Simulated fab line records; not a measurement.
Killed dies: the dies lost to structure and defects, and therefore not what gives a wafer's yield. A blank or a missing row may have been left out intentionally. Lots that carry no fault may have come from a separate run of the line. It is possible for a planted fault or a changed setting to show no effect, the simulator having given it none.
Which of the tools did it? + flow gf180mcu + 13 lots with 38 wafers sampled at 2 steps, on a route of 602 steps

WHAT THE GAUGES READ, wafer by wafer
GF_HV_LDD_THK_MEAS_57. Usual: HV_LDD_CVD_56_THK typically reads 89.8 nm, with standard deviation 1.
| lot  | measured     | on           | HV_LDD_CVD_56_THK (nm)              | flag |
|------|--------------|--------------|-------------------------------------|------|
| L525 | day 12 14:03 | filmMetro-04 | 88.0 89.4 88.3                      |      |
| L527 | day 12 22:29 | filmMetro-04 | 90.2 90.5 91.0                      |      |
| L529 | day 13 15:16 | filmMetro-03 | 90.3 89.4 89.3                      |      |
| L530 | day 14 03:33 | filmMetro-01 | 87.4 88.2 87.4                      |      |
| L533 | day 15 10:07 | filmMetro-03 | 90.8 91.3 91.0                      |      |
| L534 | day 15 14:13 | filmMetro-01 | 89.9 89.4 88.8                      |      |
| L535 | day 15 21:06 | filmMetro-04 | 90.5 90.3 90.3                      |      |
| L536 | day 16 05:17 | filmMetro-01 | 89.5 88.5                           |      |
| L537 | day 16 16:47 | filmMetro-04 | 88.8 88.8 88.0                      |      |
| L538 | day 16 21:10 | filmMetro-01 | 90.5 90.1 89.8                      |      |
| L540 | day 17 16:40 | filmMetro-04 | 87.8 88.2 88.7                      |      |
| L544 | day 18 23:40 | filmMetro-03 | 128.4 128.7 127.8 128.5 128.6 127.6 | OFF  |
| L547 | day 20 12:04 | filmMetro-03 | 91.6 90.6 91.2                      |      |

EACH LOT AND THE TOOL THAT RAN IT (in order: tool; ch and the chambers of the sampled wafers; start)
| lot  | GF_HV_LDD_CVD_56            |
|------|-----------------------------|
| L525 | lpcvd-02 ch 0, day 12 12:37 |
| L527 | lpcvd-01 ch 1, day 12 21:03 |
| L529 | lpcvd-02 ch 1, day 13 13:50 |
| L530 | lpcvd-01 ch 0, day 14 02:06 |
| L533 | lpcvd-01 ch 0, day 15 07:57 |
| L534 | lpcvd-02 ch 1, day 15 12:47 |
| L535 | lpcvd-01 ch 1, day 15 19:39 |
| L536 | lpcvd-01 ch 1, day 16 03:51 |
| L537 | lpcvd-01 ch 0, day 16 15:21 |
| L538 | lpcvd-02 ch 1, day 16 19:45 |
| L540 | lpcvd-02 ch 1, day 17 15:14 |
| L544 | lpcvd-01 ch 0, day 18 22:14 |
| L547 | lpcvd-02 ch 0, day 20 09:55 |
- GF_HV_LDD_CVD_56: deposits Si3N4 from DCS/NH3, target thk 90 nm, time 1543 s.

AS READ BY THE TOOLS THEMSELVES (means over the sampled wafers that have a number; for cases with no such wafer, the mark the record gives instead)
GF_HV_LDD_CVD_56. Usual: spikeTcBottomC 790.4 C, standard deviation 1.2; spikeTcCentreC 771.4 C, standard deviation 1.5; spikeTcLowerC 770.4 C, standard deviation 1.7; spikeTcTopC 785.6 C, standard deviation 1.9; spikeTcUpperC 769.5 C, standard deviation 1.2; zonePowerCentrePct 14.3 %, standard deviation 0.46.
| lot  | tool     | spikeTcBottomC (C) | spikeTcCentreC (C) | spikeTcLowerC (C) | spikeTcTopC (C) | spikeTcUpperC (C) | zonePowerCentrePct (%) | flag |
|------|----------|--------------------|--------------------|-------------------|-----------------|-------------------|------------------------|------|
| L525 | lpcvd-02 | 790.9              | 769.4              | 770.4             | 787.0           | 768.5             | 14.5                   |      |
| L527 | lpcvd-01 | 789.0              | 770.7              | 773.0             | 785.9           | 769.5             | 14.9                   |      |
| L529 | lpcvd-02 | 790.9              | 772.1              | 767.9             | 787.4           | 770.5             | 14.1                   |      |
| L530 | lpcvd-01 | 790.4              | 773.4              | 769.6             | 782.8           | 769.3             | 13.7                   |      |
| L533 | lpcvd-01 | 790.2              | 770.7              | 770.6             | 783.1           | 769.5             | 13.6                   |      |
| L534 | lpcvd-02 | 791.3              | 772.9              | 768.3             | 786.9           | 767.6             | 14.1                   |      |
| L535 | lpcvd-01 | 789.7              | 770.9              | 772.4             | 785.5           | 771.2             | 14.8                   |      |
| L536 | lpcvd-01 | 789.6              | 771.8              | 772.5             | 786.8           | 770.7             | 14.9                   |      |
| L537 | lpcvd-01 | 791.8              | 771.6              | 770.7             | 783.3           | 769.6             | 13.7                   |      |
| L538 | lpcvd-02 | 791.0              | 773.0              | 768.0             | 787.8           | 769.8             | 14.1                   |      |
| L540 | lpcvd-02 | 791.8              | 772.8              | 768.5             | 786.8           | 768.6             | 14.1                   |      |
| L544 | lpcvd-01 | 808.8              | 790.4              | 789.2             | 799.4           | 787.6             | 14.3                   | OFF  |
| L547 | lpcvd-02 | 791.4              | 769.6              | 770.3             | 786.3           | 768.5             | 14.9                   |      |

THE ANSWER, worked out from the rows above alone
Rule: take the mean of a lot's wafers that have a number; if it is more than 3 standard deviations from the usual mean, the lot is off. Also off: a lot with no number at a reading for which 4 or more lots have one. Any other lot the step has rows for is counted as sound. The gauges are gone through in route order, then the tools' own readings, and for those a lot's mean is taken as printed above. At the first step where some lot is off, the reading lying furthest off is the one used; lots without a number count as furthest.
Off: at GF_HV_LDD_THK_MEAS_57 (HV_LDD_CVD_56_THK), L544.
If a tool, at a process step before that reading, ran all the lots that are off and no sound lot after the first of them, it fits. The gauges at GF_HV_LDD_THK_MEAS_57 aren't tried: what is off there is off at GF_HV_LDD_CVD_56 too, on other tools, and a gauge's error can't cause that. One fits: lpcvd-01 at GF_HV_LDD_CVD_56. A fault onset in the window from L537 (day 16 15:21, its last sound lot) to L544 (day 18 22:14, its first lot off) fits.
The tool's own readings at GF_HV_LDD_CVD_56 bear it out: on the lots that are off they differ by more than 5 times the standard deviation of the sound lots' means. spikeTcBottomC reads 808.8 C there against 790.7 C on the sound lots; spikeTcCentreC reads 790.4 C there against 771.6 C on the sound lots; spikeTcLowerC reads 789.2 C there against 770.2 C on the sound lots; spikeTcTopC reads 799.4 C there against 785.8 C on the sound lots; spikeTcUpperC reads 787.6 C there against 769.4 C on the sound lots.

WHAT THE SIMULATOR HAD PUT IN
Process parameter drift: lpcvd-01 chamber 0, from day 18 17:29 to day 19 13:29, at GF_HV_LDD_CVD_56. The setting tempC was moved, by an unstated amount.
Shown lots that were struck: L544. The rule above found the same.
